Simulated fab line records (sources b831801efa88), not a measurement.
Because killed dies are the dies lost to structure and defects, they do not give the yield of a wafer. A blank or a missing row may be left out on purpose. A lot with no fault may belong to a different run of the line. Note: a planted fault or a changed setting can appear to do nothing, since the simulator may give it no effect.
Struck lot and sound lot, side by side    flow sky130    23 steps out of a route of 708
Sound: wafers L642.3, L642.4, L642.6. Wafers struck: L657.2, L657.3, L657.6. At the end, the cause is stated.
Per side, at each step with rows, come the tool, then ch with its chambers, and then its first start. Under that, the readings that differ: sound wafers    struck wafers    difference of the means    sigmas: that difference in standard deviations of wafers without a fault.
alike: readings with means less than 2 such deviations apart, plus words and numbers identical on both sides. not compared: withheld readings, readings lacking a value on some wafer, bounds such as >300 that could conceal the same value, and numbers that have no deviation in the record and whose values overlap.
A row with sigmas, a row that says differs or no value, or rows on one side alone: a step with any of these is where the two part. When numbers do not overlap yet have no deviation, they are printed without sigmas and do not part them. A reading missing from all wafers of one side parts the sides only when that side holds two or more wafers.

SKY_VIA1_THK_MEAS_23: measures by xrf.
  sound on filmMetro-02, day 34 22:32; struck on filmMetro-02, day 39 13:25
  alike: VIA1_W_THK
then, 2 steps without rows for these wafers: SKY_VIA1_CMP_24 (polishes, stops on SiO2, t overpolish 15 s, target thk 0 nm); SKY_METAL2_SPUTTER_00 (material Ti, target thk 15 nm, time 10 s).
SKY_METAL2_SPUTTER_01: material TiN, target thk 20 nm, time 16.7 s.
  sound on pvdSputter-03, day 34 22:54; struck on pvdSputter-01, day 39 13:47
reading               sound           struck          difference  sigmas
throttleValvePct (%)  31.3 28.1 31.2  26.5 29.1 26.4  -2.9        -2
SKY_METAL2_SPUTTER_02: material AlCu, target thk 250 nm, time 13.3 s.
  sound on pvdSputter-03, day 34 22:56; struck on pvdSputter-01, day 39 13:49
  alike: throttleValvePct
then, 1 step without rows for these wafers: SKY_METAL2_SPUTTER_03 (material Ti, target thk 5 nm, time 3.3 s).
SKY_METAL2_SPUTTER_04: material TiN, target thk 70 nm, time 58.3 s.
  sound on pvdSputter-03, day 34 22:58; struck on pvdSputter-01, day 39 13:51
  alike: throttleValvePct
SKY_METAL2_RS_MEAS_05: measurement is done with a four-point probe.
  sound on filmMetro-03, day 34 23:04; struck on filmMetro-03, day 39 13:55
  alike: METAL2_ALCU_RS
SKY_METAL2_THK_MEAS_06: measures by xrf.
  sound on filmMetro-03, day 34 23:10; struck on filmMetro-03, day 39 14:02
  alike: METAL2_ALCU_THK
then, 3 steps without rows for these wafers: SKY_METAL2_DEHYDRATE_07 (time 60 s); SKY_METAL2_HMDS_08 (prime time 60 s); SKY_METAL2_COAT_09 (resist thk 60 nm).
SKY_METAL2_COAT_10: resist thk 450 nm.
  sound on lithoTrack-03 ch 0, day 35 12:00; struck on lithoTrack-02 ch 0, day 40 01:00
reading                                       sound                 struck                difference  sigmas
spinSpeedRpm (rpm)                            3003.6 3001.6 2998.2  2921.0 2924.5 2924.1  -77.9       -32
model.KrF-thick_of_METAL2_COAT_10.thkNm (nm)  452.1 450.6 451.3     457.3 457.6 456.9     +5.9        
  alike: exhaustPa, resistLineTempC
then, 4 steps without rows for these wafers: SKY_METAL2_SOFTBAKE_11 (time 90 s); SKY_METAL2_EXPOSE_12 (exposes mask MM2, target cd 140 nm); SKY_METAL2_PEB_13; SKY_METAL2_DEVELOP_14 (develop time 60 s).
SKY_METAL2_CD_MEAS_15: target cd 140 nm.
  sound on cdSem-02, day 36 01:32; struck on cdSem-02, day 40 14:31
  alike: cdNm
SKY_METAL2_OVL_MEAS_16:
  sound on overlay-01, day 36 01:37; struck on overlay-02, day 40 14:37
  alike: METAL2_OVL
SKY_METAL2_DESCUM_17: chemistry O2, time 8 s.
  sound on rieMetal-02 ch 0,1, day 36 01:40; struck on rieMetal-02 ch 0,1, day 40 14:39
  alike: drypumpMotorCurrentA, oesProductAu
  not compared: rfHoursCounterH
SKY_METAL2_ETCH_18: etches BARC in N2/H2, stops on SiO2, time 45.9 s, target depth 60 nm.
  sound on rieMetal-02 ch 0,1, day 36 01:42; struck on rieMetal-02 ch 0,1, day 40 14:41
reading                                       sound              struck             difference  sigmas
model.KrF-thick_of_METAL2_COAT_10.thkNm (nm)  395.1 392.8 393.7  399.6 400.9 400.3  +6.4        
  alike: drypumpMotorCurrentA, oesProductAu, throttleValvePct
  not compared: rfHoursCounterH
SKY_METAL2_METAL_ETCH_19: etches the open film in Cl2/BCl3, stops on SiO2, target depth 360 nm, time 78 s.
  sound on rieMetal-02 ch 0,1, day 36 01:46; struck on rieMetal-02 ch 0,1, day 40 14:44
  alike: drypumpMotorCurrentA, oesProductAu, throttleValvePct
  not compared: rfHoursCounterH
-- the record jumps here: 9 days lie between the struck wafers' starts before and after (it left off in module METAL2 and takes up again in module PAD_OPEN, whose first step shown is number 708 of the route) --
SKY_PAD_OPEN_PROBE_99:
  only the struck wafers here have rows in the record (prober-01, day 49 23:41); the sound ones have none

WHERE THEY PART
Last at SKY_PAD_OPEN_PROBE_99 as far as this record goes, first at SKY_METAL2_SPUTTER_01.

WHY: whatever the simulator had introduced
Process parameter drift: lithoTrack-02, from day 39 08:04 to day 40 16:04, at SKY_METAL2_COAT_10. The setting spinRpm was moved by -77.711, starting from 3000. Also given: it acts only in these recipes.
